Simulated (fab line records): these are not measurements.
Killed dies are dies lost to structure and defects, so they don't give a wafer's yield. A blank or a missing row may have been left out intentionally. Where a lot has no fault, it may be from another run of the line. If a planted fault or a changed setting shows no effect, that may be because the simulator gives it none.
Lot-split experiment | flow sfq-line | route with 325 steps; 5 lots, 23 wafers read

== SPLIT DETAILS ==
At SFQ_TRILAYER_R5_LITHO_COAT_141 (resist thk 62 nm), the setting spin-rpm was moved away from the recipe's 3000 rpm on 4 of the 23 wafers read, by -5.3% to +6.8%. This setting was run at the recipe's value on the other wafers.

The reading comes from the split's own step.

== THE READING ==
BARC_of_TRILAYER_R5_LITHO_COAT_141.thk-nm (the simulator's own value, which no gauge read), in nm, at SFQ_TRILAYER_R5_LITHO_COAT_141 (resist thk 62 nm). There is no usual value for it anywhere in the file. Here, 19 wafers ran the recipe; their average is 61.92 nm with a standard deviation of 0.25 nm.

wafer  | tool, chamber at the split | spin-rpm as run, rpm | against the recipe | BARC_of_TRILAYER_R5_LITHO_COAT_141.thk-nm, nm | against lot-mates on the recipe
L075.1 | litho-track-03, 0          | 3000                 | recipe             | 62.08                                         | -
L075.4 | litho-track-03, 0          | 3000                 | recipe             | 62.08                                         | -
L075.3 | litho-track-03, 0          | 3000                 | recipe             | 61.76                                         | -
L075.5 | litho-track-03, 0          | 3000                 | recipe             | 61.79                                         | -
L075.6 | litho-track-03, 0          | 3000                 | recipe             | 61.77                                         | -
L079.1 | litho-track-03, 0          | 3000                 | recipe             | 61.98                                         | -
L079.4 | litho-track-03, 0          | 3000                 | recipe             | 62.2                                          | -
L079.6 | litho-track-03, 0          | 3000                 | recipe             | 61.9                                          | -
L080.1 | litho-track-03, 0          | 2841                 | -5.3%              | 63.21                                         | +1.68
L080.3 | litho-track-03, 0          | 3000                 | recipe             | 61.64                                         | -
L080.4 | litho-track-03, 0          | 3000                 | recipe             | 61.41                                         | -
L080.5 | litho-track-03, 0          | 3000                 | recipe             | 61.55                                         | -
L080.6 | litho-track-03, 0          | 2841                 | -5.3%              | 63.48                                         | +1.95
L081.1 | litho-track-01, 0          | 3000                 | recipe             | 61.82                                         | -
L081.6 | litho-track-01, 0          | 3000                 | recipe             | 61.82                                         | -
L081.2 | litho-track-01, 0          | 3204                 | +6.8%              | 59.96                                         | -1.83
L081.3 | litho-track-01, 0          | 3204                 | +6.8%              | 59.67                                         | -2.12
L081.4 | litho-track-01, 0          | 3000                 | recipe             | 61.72                                         | -
L085.2 | litho-track-01, 0          | 3000                 | recipe             | 62.1                                          | -
L085.3 | litho-track-01, 0          | 3000                 | recipe             | 62.08                                         | -
L085.4 | litho-track-01, 0          | 3000                 | recipe             | 62.26                                         | -
L085.5 | litho-track-01, 0          | 3000                 | recipe             | 62.33                                         | -
L085.6 | litho-track-01, 0          | 3000                 | recipe             | 62.19                                         | -

THE FIT
A straight line over all 23 wafers: BARC_of_TRILAYER_R5_LITHO_COAT_141.thk-nm changes by -0.294 nm for each +1% of spin-rpm; r = -0.95; the points scatter about the line by 0.25 nm.
The same after taking each lot's own level away (the mean of its wafers on the recipe; 23 wafers): -0.31 nm for each +1%; r = -0.99; scatter 0.14 nm.
On that fit, the largest move of spin-rpm shifts the reading by 2.1 nm.
The lots' own levels span 61.533 to 62.192 nm, that is 2.7 times the standard deviation above.
The two slopes are in agreement: the lot-to-lot level therefore moves the slope only a little.
Check: for one of the wafers moved furthest among these (+6.8%), held out of the fit, the line's prediction against its lot-mates is -2.22 nm. Against them it came out at -1.83 nm.

== FILE'S OWN FIT ==
BARC_of_TRILAYER_R5_LITHO_COAT_141.thk-nm changes by -0.31 nm for each +1% of spin-rpm, r = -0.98.
